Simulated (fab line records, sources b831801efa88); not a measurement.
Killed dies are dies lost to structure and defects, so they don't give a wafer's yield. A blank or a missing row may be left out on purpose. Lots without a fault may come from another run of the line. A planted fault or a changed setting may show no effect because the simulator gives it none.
Split-lot experiment | flow sfq_line | 5 lots, 23 wafers read, on a route of 325 steps

THE SPLIT
At SFQ_TRILAYER_I0_VIA_LITHO_COAT_031 (resist thk 650 nm), the setting resist_thk_nm was moved away from the recipe's 650 nm on 11 of the 23 wafers read, by -3.4% to +5.8%. The other wafers ran this setting at the recipe's value.

FROM THE SPLIT TO THE READING: what the file shows between them, 3 steps
- SFQ_TRILAYER_I0_VIA_LITHO_EXPOSE_032: exposes mask I0, target cd 500 nm (also split here: dose_mj)
- SFQ_TRILAYER_I0_VIA_LITHO_PEB_034: peb time 60 s
- SFQ_TRILAYER_I0_VIA_LITHO_DEVELOP_033: time 60 s

THE READING
KrF_of_TRILAYER_I0_VIA_LITHO_COAT_031.thk_nm (the simulator's own value, which no gauge read), in nm, at SFQ_TRILAYER_I0_VIA_BARC_OPEN_VIA_ETCH_046 (etches BARC in O2, target depth 125 nm, time 41.7 s). The file gives no usual value for it. The 12 wafers here that ran the recipe average 572.7 nm, standard deviation 2.3 nm.

wafer  | tool, chamber at the split | resist_thk_nm as run, nm | against the recipe | KrF_of_TRILAYER_I0_VIA_LITHO_COAT_031.thk_nm, nm | against lot-mates on the recipe
L078.2 | litho_track-02, 0          | 638.5                    | -1.8%              | 559.7                                            | -10.6
L078.3 | litho_track-02, 0          | 638.5                    | -1.8%              | 560.8                                            | -9.5
L078.4 | litho_track-02, 0          | 650                      | recipe             | 569.3                                            | -
L078.5 | litho_track-02, 0          | 650                      | recipe             | 571.4                                            | -
L078.6 | litho_track-02, 0          | 650                      | recipe             | 570.2                                            | -
L079.1 | litho_track-03, 0          | 650                      | recipe             | 572.5                                            | -
L079.2 | litho_track-03, 0          | 650                      | recipe             | 573.6                                            | -
L079.3 | litho_track-03, 0          | 650                      | recipe             | 571.6                                            | -
L081.1 | litho_track-04, 0          | 650                      | recipe             | 576.9                                            | -
L081.2 | litho_track-04, 0          | 687.4                    | +5.8%              | 611.9                                            | +35.3
L081.4 | litho_track-04, 0          | 687.4                    | +5.8%              | 612.8                                            | +36.2
L081.5 | litho_track-04, 0          | 687.4                    | +5.8%              | 612.3                                            | +35.7
L081.6 | litho_track-04, 0          | 650                      | recipe             | 576.3                                            | -
L083.1 | litho_track-02, 0          | 650                      | recipe             | 571.3                                            | -
L083.3 | litho_track-02, 0          | 650                      | recipe             | 570.8                                            | -
L083.4 | litho_track-02, 0          | 637.7                    | -1.9%              | 559.8                                            | -11.2
L083.5 | litho_track-02, 0          | 637.7                    | -1.9%              | 559.8                                            | -11.2
L083.6 | litho_track-02, 0          | 637.7                    | -1.9%              | 559.7                                            | -11.3
L084.1 | litho_track-04, 0          | 628.1                    | -3.4%              | 550.5                                            | -23.9
L084.2 | litho_track-04, 0          | 650                      | recipe             | 575.3                                            | -
L084.3 | litho_track-04, 0          | 650                      | recipe             | 573.5                                            | -
L084.5 | litho_track-04, 0          | 628.1                    | -3.4%              | 552.5                                            | -21.9
L084.6 | litho_track-04, 0          | 628.1                    | -3.4%              | 553.3                                            | -21.1

THE FIT
A straight line over all 23 wafers: KrF_of_TRILAYER_I0_VIA_LITHO_COAT_031.thk_nm changes by +6.72 nm for each +1% of resist_thk_nm; r = +0.99; the points scatter about the line by 2 nm.
The same after taking each lot's own level away (the mean of its wafers on the recipe; 23 wafers): +6.26 nm for each +1%; r = +1.00; scatter 0.95 nm.
On that fit, the largest move of resist_thk_nm shifts the reading by 36 nm.
The lots' own levels span 570.30 to 576.60 nm, that is 2.7 times the standard deviation above.
So the lot-to-lot level changes the slope little: the two slopes agree.
Check: with one of the wafers moved furthest among these (+5.8%) left out of the fit, the line predicts +36.3 nm for it against its lot-mates. It came out at +35.3 nm against them.

OTHER SPLITS ON THESE WAFERS
These wafers also went through other splits before the reading. Each is held against what the fit with the lots' levels taken away leaves over:
other split on the same wafers                  | wafers away from the commonest value | r with KrF_of_TRILAYER_I0_VIA_LITHO_COAT_031.thk_nm (lot level and that fit taken away)
SFQ_TRILAYER_L0_LITHO_COAT_010 spin_rpm         | 8                                    | +0.29
SFQ_TRILAYER_L0_BARC_OPEN_METAL_ETCH_010 time_s | 9                                    | +0.06
SFQ_TRILAYER_L0_VIA_LITHO_EXPOSE_014 dose_mj    | 8                                    | +0.42
SFQ_TRILAYER_M0_DEP_SPUTTER_019 time_s          | 7                                    | +0.24
SFQ_TRILAYER_M0_LITHO_PEB_024 peb_time_s        | 7                                    | +0.38
SFQ_TRILAYER_I0_VIA_LITHO_EXPOSE_032 dose_mj    | 12                                   | -0.09

THE WHOLE CHAIN: every reading that the file lists as answering this split, in the file's order
step                                       | what it does                                        | reading                                                                                       | change (the file's fit)              | r (the file's)
SFQ_TRILAYER_I0_VIA_LITHO_COAT_031         | resist thk 650 nm                                   | KrF_of_TRILAYER_I0_VIA_LITHO_COAT_031.thk_nm (the simulator's own value, which no gauge read) | +6.42 nm for each +1% of the setting | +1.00
SFQ_TRILAYER_I0_VIA_BARC_OPEN_VIA_ETCH_046 | etches BARC in O2, target depth 125 nm, time 41.7 s | KrF_of_TRILAYER_I0_VIA_LITHO_COAT_031.thk_nm (the simulator's own value, which no gauge read) | +6.24 nm for each +1% of the setting | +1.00

THE FILE'S OWN FIT
KrF_of_TRILAYER_I0_VIA_LITHO_COAT_031.thk_nm changes by +6.24 nm for each +1% of resist_thk_nm, r = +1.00.
